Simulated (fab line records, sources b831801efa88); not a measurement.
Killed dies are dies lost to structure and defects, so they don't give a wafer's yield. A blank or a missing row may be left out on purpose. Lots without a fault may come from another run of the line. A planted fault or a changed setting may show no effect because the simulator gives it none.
fab line records | flow sky130
record lots=5 wafers=15 last_day=50
route steps=708 shown SD_N@349 SD_P@359 RES_XHIGH@360 SALICIDE@361 LI_CONTACT@362
lots that met no fault: from a run of the same line without faults
start_h: hours from the record's first day to the start of the lot's first wafer shown | wait_h: hours since the lot's step before | " the same as in the row above | L1.1+2: a row that stands for several wafers | - no value, or no start given | * or withheld: withheld | < > ~ a bound
route shown NAME@n: a module of which the file shows steps, and the number in the route of the first | usual: mean/standard deviation of fault-free wafers | same: alike in all rows | chamber/n: place in a boat | sites: the reading at each site | _std_site: their standard deviation | _edge_site: outer sites' mean less inner sites' | radius_mm: how far each site lies from the wafer's centre | mask NAME#n: copy n | behind: the tool/chamber that last shaped the wafer | hold: why the lot was held/for how many hours/how that ended | device: the transistor (n, p or np) that didn't switch | end of line: the same wafers' tests at the end of the route | a step without rows: its recipe alone | killed: dies lost to structure and defects at the first sort, not the wafer's yield | map: a wafer's dies, x killed, . not, _ none there
set.NAME: the setting as run; set.NAME@STEP: as run at that earlier step | model.NAME: the simulator's own value behind a step, which no gauge read
lots at some steps of the route; a table a step, a row a wafer
services: from which hour (start_h, from the record's first day; less than 0 if before it) a tool's chamber was out of use, for how many hours, and why
## steps
# step SKY_SD_N_CD_MEAS_07
# recipe target_cd_nm=380
# usual cd_nm=380.1/2.6
# columns lot.wafer tool chamber start_h wait_h cd_nm
L078.2 cd_sem-02 - 684.65 0.1 377.0
L078.3 " - " " 374.4
L078.5 " - " " 375.3
L084.1 cd_sem-02 - 740.28 0.1 380.0
L084.2 " - " " 380.8
L084.4 " - " " 381.6
L091.1 cd_sem-01 - 786.13 0.1 377.9
L091.2 " - " " 378.0
L091.5 " - " " 377.8
L094.2 cd_sem-01 - 807.70 0.2 380.1
L094.3 " - " " 381.2
L094.4 " - " " 379.4
L096.1 cd_sem-01 - 811.03 0.1 381.8
L096.2 " - " " 383.1
L096.5 " - " " 381.3
# step SKY_SD_N_OVL_MEAS_08
# usual SD_N_OVL=-0.5/1.1
# columns lot.wafer tool chamber start_h wait_h SD_N_OVL[nm]
L078.2 overlay-01 - 684.75 0.1 -0.4
L078.3 " - " " -1.8
L078.5 " - " " -1.2
L084.1 overlay-02 - 740.40 0.1 -2.0
L084.2 " - " " -0.6
L084.4 " - " " -2.0
L091.1 overlay-01 - 786.25 0.1 -2.9
L091.2 " - " " -1.7
L091.5 " - " " -0.4
L094.2 overlay-02 - 807.81 0.1 -1.2
L094.3 " - " " -1.5
L094.4 " - " " -3.5
L096.1 overlay-02 - 811.15 0.1 -1.1
L096.2 " - " " -1.3
L096.5 " - " " -0.2
# step SKY_SD_N_IMPLANT_09
# recipe species=As energy_kev=50 dose_cm2=4e+15 tilt_deg=0
# columns lot.wafer tool chamber start_h wait_h
L078.2+3+5 implanter-02 0 684.81 0.0
L084.1+2+4 implanter-04 0 740.44 0.0
L091.1+2+5 implanter-03 0 786.29 0.0
L094.2+3+4 implanter-02 0 807.86 0.0
L096.1+2+5 implanter-02 0 811.18 0.0
# step SKY_SD_N_IMPLANT_10
# recipe species=P energy_kev=20 dose_cm2=1e+14 tilt_deg=0
# columns lot.wafer tool chamber start_h wait_h
L078.2+3+5 implanter-02 0 684.96 0.1
L084.1+2+4 implanter-04 0 740.59 0.1
L091.1+2+5 implanter-03 0 786.44 0.1
L094.2+3+4 implanter-02 0 808.01 0.1
L096.1+2+5 implanter-02 0 811.33 0.1
# step SKY_SD_N_STRIP_11
# recipe chemistry=O2/N2 power_w=1400 pressure_mtorr=1500 platen_temp_c=withheld o2_flow_sccm=3000 n2_flow_sccm=300 overash_fraction=0.5
# usual chamber_pressure_mTorr=1500.1/1.3 drypump_motor_current_A=5.57/0.21 oes_product_au=0.528/0.0044 strip_time_to_endpoint_s=22.54/0.043
# columns lot.wafer tool chamber start_h wait_h chamber_pressure_mTorr drypump_motor_current_A oes_product_au rf_hours_counter_h strip_time_to_endpoint_s
L078.2 plasma_asher-04 1 685.08 0.1 1498.1 5.94 0.525 25 22.48
L078.3 " 1 " " 1501.4 5.93 0.533 - 22.49
L078.5 " 0 " " 1500.6 5.65 0.533 - 22.47
L084.1 plasma_asher-03 0 740.74 0.1 1501.4 5.26 0.526 91 22.49
L084.2 " 1 " " 1499.0 5.76 0.523 91 22.46
L084.4 " 1 " " 1499.0 5.76 0.522 - 22.49
L091.1 plasma_asher-03 1 786.59 0.1 1498.7 5.75 0.516 96 22.61
L091.2 " 0 " " 1499.9 5.26 0.523 96 22.57
L091.5 " 1 " " 1500.5 5.78 0.529 - 22.57
L094.2 plasma_asher-04 1 808.14 0.1 1502.1 5.95 0.523 38 22.51
L094.3 " 0 " " 1500.4 5.65 0.529 - 22.50
L094.4 " 1 " " 1498.8 5.99 0.534 - 22.47
L096.1 plasma_asher-01 0 811.48 0.1 1500.6 5.59 0.525 71 22.56
L096.2 " 1 " " 1499.9 5.46 0.532 71 22.58
L096.5 " 1 " " 1497.8 5.48 0.528 - 22.57
# step SKY_SD_N_TW_MEAS_12
# usual SD_N_TW=3990/23
# columns lot.wafer tool chamber start_h wait_h SD_N_TW
L078.2 film_metro-04 - 685.19 0.1 3992
L078.3 " - " " 3997
L078.5 " - " " 3975
L084.1 film_metro-04 - 740.84 0.1 3975
L084.2 " - " " 3975
L084.4 " - " " 3973
L091.1 film_metro-03 - 786.69 0.1 3955
L091.2 " - " " 3970
L091.5 " - " " 3945
L094.2 film_metro-01 - 808.25 0.1 4002
L094.3 " - " " 4013
L094.4 " - " " 4012
L096.1 film_metro-04 - 811.58 0.1 3996
L096.2 " - " " 3976
L096.5 " - " " 3980
# step SKY_SD_N_CLEAN_13
# recipe chemistry=SC1/SC2 mix=1:4:20 temp_c=70 time_s=150 dry=n2_spin
# usual bath_heat_duty_pct=13.3/1.3
# columns lot.wafer tool chamber start_h wait_h bath_heat_duty_pct
L078.2 wet_bench-01 0 685.24 0.0 11.6
L078.3 " 0 " " 10.9
L078.5 " 0 " " 11.3
L084.1 wet_bench-03 0 740.90 0.1 13.5
L084.2 " 0 " " 13.4
L084.4 " 0 " " 12.3
L091.1 wet_bench-01 1 786.75 0.1 15.1
L091.2 " 1 " " 14.6
L091.5 " 1 " " 14.4
L094.2 wet_bench-01 1 808.30 0.0 15.6
L094.3 " 1 " " 16.0
L094.4 " 1 " " 13.6
L096.1 wet_bench-01 2 811.64 0.1 13.2
L096.2 " 2 " " 13.2
L096.5 " 2 " " 12.5
# step SKY_SD_N_RTA_14
# recipe temp_c=1075 time_s=2 idle_temp_c=650 ramp_up_c_per_s=150 ramp_down_c_per_s=90 ambient=N2
# usual anneal_temp_c_max=1083.6/1.7 lamp_power_pct=15.74/0.053 wafer_temp_C_max=1077.9/1.3
# columns lot.wafer tool chamber start_h wait_h anneal_temp_c_max lamp_power_pct wafer_temp_C_max
L078.2 rtp_anneal-02 0 685.30 0.0 1083.7 15.81 1080.5
L078.3 " 0 " " 1082.6 15.87 1076.9
L078.5 " 0 " " 1081.7 15.79 1078.2
L084.1 rtp_anneal-01 0 740.95 0.0 1085.0 15.72 1077.8
L084.2 " 0 " " 1085.1 15.68 1075.5
L084.4 " 0 " " 1086.6 15.74 1078.1
L091.1 rtp_anneal-02 0 786.80 0.0 1082.8 15.73 1077.9
L091.2 " 0 " " 1083.4 15.77 1077.3
L091.5 " 0 " " 1082.6 15.78 1078.0
L094.2 rtp_anneal-01 0 808.36 0.0 1082.6 15.86 1077.5
L094.3 " 0 " " 1086.6 15.77 1077.6
L094.4 " 0 " " 1082.8 15.71 1078.1
L096.1 rtp_anneal-02 0 811.69 0.0 1083.2 15.75 1078.2
L096.2 " 0 " " 1082.7 15.65 1078.3
L096.5 " 0 " " 1082.7 15.77 1077.8
# step SKY_SD_N_RS_MEAS_16
# recipe thk_meas_gauge=four-point-probe
# usual SD_N_RS=68.57/0.17
# columns lot.wafer tool chamber start_h wait_h SD_N_RS[ohm/sq]
L078.2 film_metro-01 - 685.49 0.1 68.97
L078.3 " - " " 68.84
L078.5 " - " " 68.88
L084.1 film_metro-04 - 741.12 0.1 68.54
L084.2 " - " " 68.50
L084.4 " - " " 68.56
L091.1 film_metro-03 - 786.97 0.1 68.48
L091.2 " - " " 68.31
L091.5 " - " " 68.38
L094.2 film_metro-04 - 808.54 0.1 68.38
L094.3 " - " " 68.45
L094.4 " - " " 68.44
L096.1 film_metro-03 - 811.87 0.1 68.52
L096.2 " - " " 68.23
L096.5 " - " " 68.40
# step SKY_SD_N_RS_MEAS_17
# recipe thk_meas_gauge=four-point-probe
# usual SD_P_RS=147.1/0.45
# columns lot.wafer tool chamber start_h wait_h SD_P_RS[ohm/sq]
L078.2 film_metro-01 - 685.61 0.1 147.8
L078.3 " - " " 147.9
L078.5 " - " " 147.5
L084.1 film_metro-04 - 741.24 0.1 147.3
L084.2 " - " " 146.9
L084.4 " - " " 147.2
L091.1 film_metro-03 - 787.09 0.1 147.1
L091.2 " - " " 146.6
L091.5 " - " " 147.2
L094.2 film_metro-04 - 808.66 0.1 146.2
L094.3 " - " " 146.5
L094.4 " - " " 146.5
L096.1 film_metro-03 - 811.99 0.1 147.0
L096.2 " - " " 146.8
L096.5 " - " " 146.9
# step SKY_SD_N_RS_MEAS_18
# recipe thk_meas_gauge=four-point-probe
# usual RES_XHIGH_RS=333.5/1.5
# columns lot.wafer tool chamber start_h wait_h RES_XHIGH_RS[ohm/sq]
L078.2 film_metro-01 - 685.73 0.1 333.2
L078.3 " - " " 333.9
L078.5 " - " " 333.3
L084.1 film_metro-04 - 741.36 0.1 332.5
L084.2 " - " " 332.2
L084.4 " - " " 332.9
L091.1 film_metro-03 - 787.21 0.1 333.9
L091.2 " - " " 334.6
L091.5 " - " " 333.3
L094.2 film_metro-04 - 808.78 0.1 331.2
L094.3 " - " " 331.2
L094.4 " - " " 330.5
L096.1 film_metro-03 - 812.11 0.1 332.1
L096.2 " - " " 333.2
L096.5 " - " " 332.9
# step SKY_SALICIDE_CLEAN_00
# recipe chemistry=HF-last time_s=30 dilution=100:1 dry=ipa_marangoni
# columns lot.wafer tool chamber start_h wait_h
L078.2+3+5 wet_bench-03 2 685.83 0.1
L084.1+2+4 wet_bench-03 1 741.48 0.1
L091.1+2+5 wet_bench-03 0 787.33 0.1
L094.2+3+4 wet_bench-01 1 808.88 0.1
L096.1+2+5 wet_bench-02 2 812.23 0.1
# step SKY_LI_CONTACT_HDPCVD_00
# recipe material=PSG target_thk_nm=930 sigma_open_frac=0.3 time_s=155 temp_c=600 sih4_flow_sccm=60 pressure_mtorr=6
# columns lot.wafer tool chamber start_h wait_h
L078.2+3+5 hdpcvd-02 2,0,0 685.85 0.0
L084.1+2+4 hdpcvd-02 1,0,1 741.50 0.0
L091.1+2+5 hdpcvd-02 2,1,2 787.35 0.0
L094.2+3+4 hdpcvd-01 2,1,2 808.90 0.0
L096.1+2+5 hdpcvd-02 2,1,1 812.26 0.0
# step SKY_LI_CONTACT_THK_MEAS_01
# recipe reads=PSG_of_LI_CONTACT_HDPCVD_00
# usual LI_CONTACT_HDPCVD_THK=929/11
# columns lot.wafer tool chamber start_h wait_h LI_CONTACT_HDPCVD_THK[nm]
L078.2 film_metro-03 - 685.96 0.1 937
L078.3 " - " " 936
L078.5 " - " " 936
L084.1 film_metro-04 - 741.60 0.1 916
L084.2 " - " " 938
L084.4 " - " " 922
L091.1 film_metro-03 - 787.45 0.1 927
L091.2 " - " " 928
L091.5 " - " " 935
L094.2 film_metro-04 - 809.01 0.1 926
L094.3 " - " " 943
L094.4 " - " " 912
L096.1 film_metro-01 - 812.36 0.1 939
L096.2 " - " " 946
L096.5 " - " " 944
# step SKY_LI_CONTACT_CMP_02
# recipe material=PSG down_force_psi=4 platen_rpm=60 pad_velocity_m_s=0.94248
# usual motor_current_A=12.3/1.1 time_to_endpoint_s=32/3.7
# columns lot.wafer tool chamber start_h wait_h motor_current_A time_to_endpoint_s
L078.3 cmp-01 1 686.01 0.0 14.3 38
L078.2 " 2 " " 11.6 39
L078.5 " 2 " " 10.9 38
L084.4 cmp-01 3 741.71 0.1 13.9 33
L084.2 " 0 " " 12.0 35
L084.1 " 1 " " 14.3 33
L091.1 cmp-02 1 787.56 0.1 11.5 29
L091.2 " 3 " " 12.0 36
L091.5 " 0 " " 10.6 32
L094.3 cmp-01 0 809.11 0.1 12.9 32
L094.4 " 1 " " 13.1 32
L094.2 " 2 " " 11.8 36
L096.2 cmp-02 3 812.47 0.1 12.5 37
L096.1 " 0 " " 10.7 27
L096.5 " 2 " " 12.8 34
# step SKY_LI_CONTACT_BOW_MEAS_03
# recipe mode=bow
# usual LI_CONTACT_BOW=56/7.4
# columns lot.wafer tool chamber start_h wait_h LI_CONTACT_BOW[um]
L078.2 film_metro-04 - 686.33 0.2 64
L078.3 " - " " 51
L078.5 " - " " 70
L084.1 film_metro-01 - 741.96 0.1 51
L084.2 " - " " 67
L084.4 " - " " 50
L091.1 film_metro-04 - 787.81 0.2 52
L091.2 " - " " 45
L091.5 " - " " 64
L094.2 film_metro-03 - 809.38 0.1 49
L094.3 " - " " 54
L094.4 " - " " 58
L096.1 film_metro-03 - 812.72 0.1 50
L096.2 " - " " 55
L096.5 " - " " 49
# step SKY_LI_CONTACT_DEHYDRATE_04
# recipe temp_c=200 time_s=60
# usual heater_power_total_W=160.37/0.13 plate_temp_C=200.01/0.16
# columns lot.wafer tool chamber start_h wait_h heater_power_total_W plate_temp_C
L078.2 litho_track-02 0 699.93 13.6 160.29 199.80
L078.3 " 0 " " 160.35 200.00
L078.5 " 0 " " 160.37 199.92
L084.1 litho_track-02 0 755.16 13.2 160.57 200.18
L084.2 " 0 " " 160.54 200.12
L084.4 " 0 " " 160.31 200.24
L091.1 litho_track-01 0 800.33 12.5 160.40 199.92
L091.2 " 0 " " 160.56 199.87
L091.5 " 0 " " 160.26 200.04
L094.2 litho_track-04 0 821.59 12.2 160.36 200.10
L094.3 " 0 " " 160.30 199.89
L094.4 " 0 " " 160.34 199.89
L096.1 litho_track-04 0 825.57 12.8 160.49 199.92
L096.2 " 0 " " 160.41 199.99
L096.5 " 0 " " 160.19 199.94
# step SKY_LI_CONTACT_HMDS_05
# recipe prime_time_s=60 prime_temp_c=120
# same prime_time_s=60
# columns lot.wafer tool chamber start_h wait_h
L078.2+3+5 litho_track-02 0 700.08 0.1
L084.1+2+4 litho_track-02 0 755.31 0.1
L091.1+2+5 litho_track-01 0 800.48 0.1
L094.2+3+4 litho_track-04 0 821.74 0.1
L096.1+2+5 litho_track-04 0 825.72 0.1
# step SKY_LI_CONTACT_COAT_06
# recipe resist=BARC temp_c=withheld time_s=withheld spin_rpm=3000 resist_thk_nm=60
# columns lot.wafer tool chamber start_h wait_h
L078.2+3+5 litho_track-02 0 700.23 0.1
L084.1+2+4 litho_track-02 0 755.46 0.1
L091.1+2+5 litho_track-01 0 800.63 0.1
L094.2+3+4 litho_track-04 0 821.89 0.1
L096.1+2+5 litho_track-04 0 825.87 0.1
# step SKY_LI_CONTACT_COAT_07
# recipe resist=KrF-thick spin_rpm=3000 resist_thk_nm=450
# columns lot.wafer tool chamber start_h wait_h
L078.2+3+5 litho_track-02 0 - -
L084.1+2+4 litho_track-02 0 - -
L091.1+2+5 litho_track-01 0 - -
L094.2+3+4 litho_track-04 0 - -
L096.1+2+5 litho_track-04 0 - -
# step SKY_LI_CONTACT_SOFTBAKE_08
# recipe temp_c=99.25 time_s=90 resist=KrF-thick
# usual heater_power_total_W=56.77/0.11 plate_temp_C=99.23/0.13
# columns lot.wafer tool chamber start_h wait_h heater_power_total_W plate_temp_C
L078.2 litho_track-02 0 - - 56.72 98.99
L078.3 " 0 " " 56.54 99.05
L078.5 " 0 " " 56.63 99.12
L084.1 litho_track-02 0 - - 56.80 99.20
L084.2 " 0 " " 56.77 99.23
L084.4 " 0 " " 56.69 99.24
L091.1 litho_track-01 0 - - 56.67 99.26
L091.2 " 0 " " 56.87 99.17
L091.5 " 0 " " 56.65 99.32
L094.2 litho_track-04 0 - - 56.87 99.23
L094.3 " 0 " " 56.90 99.10
L094.4 " 0 " " 56.92 99.14
L096.1 litho_track-04 0 - - 56.90 99.10
L096.2 " 0 " " 56.61 99.16
L096.5 " 0 " " 56.71 99.15
# step SKY_LI_CONTACT_EXPOSE_09
# recipe mask_id=LICM1 na=0.8 source_shape=annular sigma_inner=0.55 sigma_outer=0.85 target_cd_nm=170 dose_mj=38
# columns lot.wafer tool chamber start_h wait_h mask
L078.2+3+5 krf_scanner-01 0 - - LICM1#0
L084.1+2+4 krf_scanner-01 0 - - LICM1#0
L091.1+2+5 krf_scanner-02 0 - - LICM1#0
L094.2+3+4 krf_scanner-01 0 - - LICM1#0
L096.1+2+5 krf_scanner-01 0 - - LICM1#0
# step SKY_LI_CONTACT_PEB_10
# recipe peb_temp_c=withheld peb_time_s=withheld resist=KrF-thick
# columns lot.wafer tool chamber start_h wait_h
L078.2+3+5 litho_track-04 0 - -
L084.1+2+4 litho_track-02 0 - -
L091.1+2+5 litho_track-04 0 - -
L094.2+3+4 litho_track-02 0 - -
L096.1+2+5 litho_track-02 0 - -
# step SKY_LI_CONTACT_DEVELOP_11
# recipe develop_time_s=60 resist=KrF-thick dev_temp_c=21
# columns lot.wafer tool chamber start_h wait_h
L078.2+3+5 litho_track-04 0 - -
L084.1+2+4 litho_track-02 0 - -
L091.1+2+5 litho_track-04 0 - -
L094.2+3+4 litho_track-02 0 - -
L096.1+2+5 litho_track-02 0 - -
# step SKY_LI_CONTACT_CD_MEAS_12
# recipe target_cd_nm=170
# usual cd_nm=170.1/1.3
# columns lot.wafer tool chamber start_h wait_h cd_nm
L078.2 cd_sem-01 - 714.39 - 171.6
L078.3 " - " " 172.4
L078.5 " - " " 172.4
L084.1 cd_sem-01 - 769.26 - 169.5
L084.2 " - " " 169.8
L084.4 " - " " 169.9
L091.1 cd_sem-01 - 813.87 - 168.0
L091.2 " - " " 168.3
L091.5 " - " " 168.6
L094.2 cd_sem-01 - 835.13 - 170.5
L094.3 " - " " 169.2
L094.4 " - " " 170.4
L096.1 cd_sem-02 - 839.06 - 169.4
L096.2 " - " " 168.6
L096.5 " - " " 167.8
# step SKY_LI_CONTACT_OVL_MEAS_13
# usual LI_CONTACT_OVL=0/4.9
# columns lot.wafer tool chamber start_h wait_h LI_CONTACT_OVL[nm]
L078.2 overlay-02 - 714.49 0.1 -5
L078.3 " - " " 0
L078.5 " - " " -2
L084.1 overlay-02 - 769.38 0.1 7
L084.2 " - " " 7
L084.4 " - " " 12
L091.1 overlay-01 - 813.99 0.1 0
L091.2 " - " " -1
L091.5 " - " " -5
L094.2 overlay-01 - 835.24 0.1 3
L094.3 " - " " 3
L094.4 " - " " 6
L096.1 overlay-01 - 839.18 0.1 9
L096.2 " - " " -2
L096.5 " - " " 8
# step SKY_LI_CONTACT_ETCH_14
# recipe chemistry=N2/H2 target=BARC ion_energy_ev=200 source_w=500 bias_w=100 pressure_mtorr=30 n2_flow_sccm=100 h2_flow_sccm=200 stop_on=SiO2 time_s=45.9 target_depth_a=600
# usual chamber_pressure_mTorr=29.999/0.029 drypump_motor_current_A=5.8/0.42 oes_product_au=0.856/0.0039 throttle_valve_pct=13.226/0.01
# columns lot.wafer tool chamber start_h wait_h chamber_pressure_mTorr drypump_motor_current_A oes_product_au rf_hours_counter_h throttle_valve_pct
L078.2 rie_diel-03 1 714.52 0.0 30.011 5.9 0.857 13 13.236
L078.3 " 2 " " 29.990 5.7 0.858 9 13.226
L078.5 " 1 " " 29.981 5.9 0.856 - 13.219
L084.1 rie_diel-02 0 769.41 0.0 30.057 6.7 0.857 12 13.228
L084.2 " 1 " " 29.968 5.9 0.859 9 13.237
L084.4 " 3 " " 29.992 5.1 0.856 8 13.217
L091.1 rie_diel-02 1 814.02 0.0 30.022 6.0 0.854 10 13.233
L091.2 " 0 " " 30.023 6.7 0.861 13 13.203
L091.5 " 0 " " 29.920 6.7 0.851 - 13.218
L094.2 rie_diel-04 2 835.27 0.0 29.954 6.0 0.856 12 13.223
L094.3 " 0 " " 29.978 4.9 0.850 12 13.220
L094.4 " 1 " " 29.964 5.6 0.857 15 13.227
L096.1 rie_diel-03 2 839.22 0.0 29.973 5.7 0.854 12 13.235
L096.2 " 0 " " 30.067 6.1 0.851 20 13.244
L096.5 " 0 " " 30.020 6.1 0.849 - 13.233
# step SKY_LI_CONTACT_ETCH_15
# recipe target=PSG chemistry=C4F8/O2/Ar stop_on=Si taper_deg=4.15 mask_material=KrF-thick source_w=1559 bias_w=1200 pressure_mtorr=40 c4f8_flow_sccm=withheld O2_flow_sccm=6 Ar_flow_sccm=300 time_s=withheld target_depth_a=6000
# usual chamber_pressure_mTorr=39.99/0.04 oes_product_au=0.837/0.005
# columns lot.wafer tool chamber start_h wait_h chamber_pressure_mTorr oes_product_au
L078.2 rie_diel-03 1 714.56 0.0 39.83 0.836
L078.3 " 2 " " 39.95 0.842
L078.5 " 1 " " 40.01 0.848
L084.1 rie_diel-02 0 769.46 0.0 40.04 0.848
L084.2 " 1 " " 40.00 0.833
L084.4 " 3 " " 40.02 0.839
L091.1 rie_diel-02 1 814.07 0.0 39.96 0.831
L091.2 " 0 " " 39.96 0.837
L091.5 " 0 " " 40.05 0.838
L094.2 rie_diel-04 2 835.31 0.0 40.03 0.841
L094.3 " 0 " " 39.96 0.845
L094.4 " 1 " " 40.00 0.839
L096.1 rie_diel-03 2 839.26 0.0 40.06 0.838
L096.2 " 0 " " 40.06 0.840
L096.5 " 0 " " 39.98 0.827
# step SKY_LI_CONTACT_STRIP_16
# recipe chemistry=O2/N2 power_w=1400 pressure_mtorr=1500 platen_temp_c=withheld o2_flow_sccm=3000 n2_flow_sccm=300 overash_fraction=0.5
# usual chamber_pressure_mTorr=1499.9/1.4 drypump_motor_current_A=5.51/0.2 oes_product_au=0.375/0.0048 strip_time_to_endpoint_s=3.48/0.034
# columns lot.wafer tool chamber start_h wait_h chamber_pressure_mTorr drypump_motor_current_A oes_product_au rf_hours_counter_h strip_time_to_endpoint_s
L078.2 plasma_asher-01 1 714.65 - 1501.5 5.44 0.361 60 3.42
L078.3 " 0 " " 1497.8 5.56 0.367 - 3.45
L078.5 " 0 " " 1498.7 5.56 0.367 - 3.45
L084.1 plasma_asher-03 0 769.54 - 1501.1 5.26 0.376 94 3.49
L084.2 " 1 " " 1498.2 5.76 0.372 94 3.47
L084.4 " 1 " " 1498.6 5.73 0.371 - 3.46
L091.1 plasma_asher-03 1 814.15 - 1501.8 5.74 0.370 98 3.48
L091.2 " 0 " " 1500.7 5.26 0.378 98 3.49
L091.5 " 0 " " 1499.4 5.28 0.371 - 3.50
L094.2 plasma_asher-03 1 835.39 - 1501.6 5.75 0.381 100 3.48
L094.3 " 0 " " 1501.8 5.27 0.366 - 3.44
L094.4 " 1 " " 1499.3 5.76 0.374 - 3.43
L096.1 plasma_asher-02 1 839.34 - 1499.2 5.25 0.370 8 3.48
L096.2 " 0 " " 1499.6 5.75 0.379 8 3.51
L096.5 " 1 " " 1501.1 5.25 0.375 - 3.51
# step SKY_LI_CONTACT_CLEAN_17
# recipe chemistry=NMP time_s=600 temp_c=60 dry=n2_spin
# usual bath_heat_duty_pct=10.6/1
# columns lot.wafer tool chamber start_h wait_h bath_heat_duty_pct
L078.2 wet_bench-02 3 714.75 0.1 10.5
L078.3 " 3 " " 10.6
L078.5 " 3 " " 10.2
L084.1 wet_bench-02 0 769.64 0.1 11.9
L084.2 " 0 " " 11.4
L084.4 " 0 " " 11.5
L091.1 wet_bench-04 3 814.25 0.1 11.0
L091.2 " 3 " " 10.5
L091.5 " 3 " " 10.8
L094.2 wet_bench-03 0 835.49 0.1 9.5
L094.3 " 0 " " 9.9
L094.4 " 0 " " 8.9
L096.1 wet_bench-04 2 839.44 0.1 10.3
L096.2 " 2 " " 9.9
L096.5 " 2 " " 11.6
# step SKY_LI_CONTACT_PRE_CLEAN_18
# recipe gas=Ar time_s=5.6 bias_v=358
# columns lot.wafer tool chamber start_h wait_h
L078.2+3+5 pvd_sputter-02 - 714.94 0.0
L084.1+2+4 pvd_sputter-02 - 769.82 0.0
L091.1+2+5 pvd_sputter-01 - 814.44 0.0
L094.2+3+4 pvd_sputter-02 - 835.67 0.0
L096.1+2+5 pvd_sputter-01 - 839.63 0.0
# step SKY_LI_CONTACT_SPUTTER_19
# recipe material=Ti target_thk_nm=20 chamber_pressure_pa=5 power_w=2500 substrate_temp_c=200 time_s=106.37
# usual chamber_pressure_pa=5.000/0.01 throttle_valve_pct=30.0/0.99
# columns lot.wafer tool chamber start_h wait_h chamber_pressure_pa throttle_valve_pct
L078.2 pvd_sputter-02 - 714.96 0.0 5.012 29.7
L078.3 " - " " 4.995 29.9
L078.5 " - " " 5.015 29.5
L084.1 pvd_sputter-02 - 769.84 0.0 4.984 28.2
L084.2 " - " " 4.993 29.9
L084.4 " - " " 4.988 29.6
L091.1 pvd_sputter-01 - 814.46 0.0 5.000 30.5
L091.2 " - " " 4.995 30.0
L091.5 " - " " 5.014 31.5
L094.2 pvd_sputter-02 - 835.69 0.0 5.007 29.9
L094.3 " - " " 4.982 29.9
L094.4 " - " " 5.000 28.0
L096.1 pvd_sputter-01 - 839.65 0.0 5.000 30.5
L096.2 " - " " 5.006 30.4
L096.5 " - " " 4.993 30.2
# step SKY_LI_CONTACT_SPUTTER_20
# recipe material=TiN target_thk_nm=20 chamber_pressure_pa=5 power_w=4000 time_s=80
# usual chamber_pressure_pa=5.000/0.01 throttle_valve_pct=30.0/0.99
# columns lot.wafer tool chamber start_h wait_h chamber_pressure_pa throttle_valve_pct
L078.2 pvd_sputter-02 - 715.04 0.0 5.001 29.5
L078.3 " - " " 5.023 29.5
L078.5 " - " " 5.013 29.7
L084.1 pvd_sputter-02 - 769.91 0.0 4.997 28.1
L084.2 " - " " 4.986 29.9
L084.4 " - " " 5.006 29.7
L091.1 pvd_sputter-01 - 814.54 0.0 4.997 30.5
L091.2 " - " " 5.013 30.2
L091.5 " - " " 4.994 31.5
L094.2 pvd_sputter-02 - 835.76 0.0 5.010 29.8
L094.3 " - " " 5.012 29.4
L094.4 " - " " 4.991 28.1
L096.1 pvd_sputter-01 - 839.73 0.0 4.995 30.5
L096.2 " - " " 4.992 30.2
L096.5 " - " " 4.996 30.4
# step SKY_LI_CONTACT_CVD_21
# recipe material=W target_thk_nm=400 time_s=120.56 temp_c=400 pressure_torr=40
# usual heater_power_outer_w=522/18 heater_power_w=824/53
# columns lot.wafer tool chamber start_h wait_h heater_power_outer_w heater_power_w
L078.2 cvd_w-01 1 715.10 0.0 525 883
L078.3 " 1 " " 540 894
L078.5 " 1 " " 539 893
L084.1 cvd_w-01 0 769.97 0.0 525 829
L084.2 " 1 " " 531 900
L084.4 " 1 " " 548 903
L091.1 cvd_w-01 1 814.60 0.0 541 860
L091.2 " 0 " " 526 800
L091.5 " 0 " " 539 797
L094.2 cvd_w-01 1 835.83 0.0 559 924
L094.3 " 0 " " 529 829
L094.4 " 1 " " 546 908
L096.1 cvd_w-01 0 839.79 0.0 520 825
L096.2 " 1 " " 539 907
L096.5 " 0 " " 538 803
# step SKY_LI_CONTACT_RS_MEAS_22
# recipe thk_meas_gauge=four-point-probe reads=W_of_LI_CONTACT_CVD_21+TiN_of_LI_CONTACT_SPUTTER_20+Ti_of_LI_CONTACT_SPUTTER_19
# usual LI_CONTACT_W_RS=0.285/0.0047
# columns lot.wafer tool chamber start_h wait_h LI_CONTACT_W_RS[ohm/sq]
L078.2 film_metro-03 - 715.24 0.1 0.281
L078.3 " - " " 0.282
L078.5 " - " " 0.284
L084.1 film_metro-01 - 770.10 0.1 0.291
L084.2 " - " " 0.287
L084.4 " - " " 0.286
L091.1 film_metro-03 - 814.72 0.1 0.285
L091.2 " - " " 0.286
L091.5 " - " " 0.288
L094.2 film_metro-01 - 835.97 0.1 0.280
L094.3 " - " " 0.283
L094.4 " - " " 0.283
L096.1 film_metro-01 - 839.92 0.1 0.292
L096.2 " - " " 0.288
L096.5 " - " " 0.296
# step SKY_LI_CONTACT_THK_MEAS_23
# recipe thk_meas_gauge=xrf reads=W_of_LI_CONTACT_CVD_21
# usual LI_CONTACT_W_THK=400/7.4
# columns lot.wafer tool chamber start_h wait_h LI_CONTACT_W_THK[nm]
L078.2 film_metro-03 - 715.35 0.1 401
L078.3 " - " " 398
L078.5 " - " " 395
L084.1 film_metro-01 - 770.22 0.1 395
L084.2 " - " " 400
L084.4 " - " " 402
L091.1 film_metro-03 - 814.84 0.1 400
L091.2 " - " " 397
L091.5 " - " " 392
L094.2 film_metro-01 - 836.08 0.1 410
L094.3 " - " " 407
L094.4 " - " " 404
L096.1 film_metro-01 - 840.04 0.1 397
L096.2 " - " " 400
L096.5 " - " " 390
## services
# columns tool chamber start_h hours kind
pvd_sputter-02 - 665.55 1.0 repair
hdpcvd-02 - 688.77 1.0 repair
pvd_sputter-01 - 693.97 3.0 repair
pvd_sputter-01 - 697.64 1.2 repair
implanter-02 - 710.68 4.7 repair
krf_scanner-01 - 721.42 1.3 pm
pvd_sputter-02 - 725.01 1.1 repair
cvd_w-01 - 726.66 2.8 pm
rie_diel-03 0 731.74 13.9 repair
hdpcvd-02 - 736.49 2.8 pm
krf_scanner-01 - 742.60 0.8 pm
rie_diel-03 1 742.75 6.4 repair
wet_bench-01 - 746.79 1.9 pm
cvd_w-01 - 757.41 1.9 repair
krf_scanner-01 - 761.57 4.0 pm
plasma_asher-03 - 763.55 2.8 pm
krf_scanner-01 - 770.19 0.3 repair
hdpcvd-02 0 777.11 10.1 repair
wet_bench-03 - 777.57 1.5 repair
rie_diel-03 0 780.06 2.7 repair
rie_diel-03 - 784.57 0.8 repair
implanter-02 - 799.82 5.1 pm
plasma_asher-03 - 803.37 1.1 repair
wet_bench-03 - 813.92 2.7 repair
## key
fault none
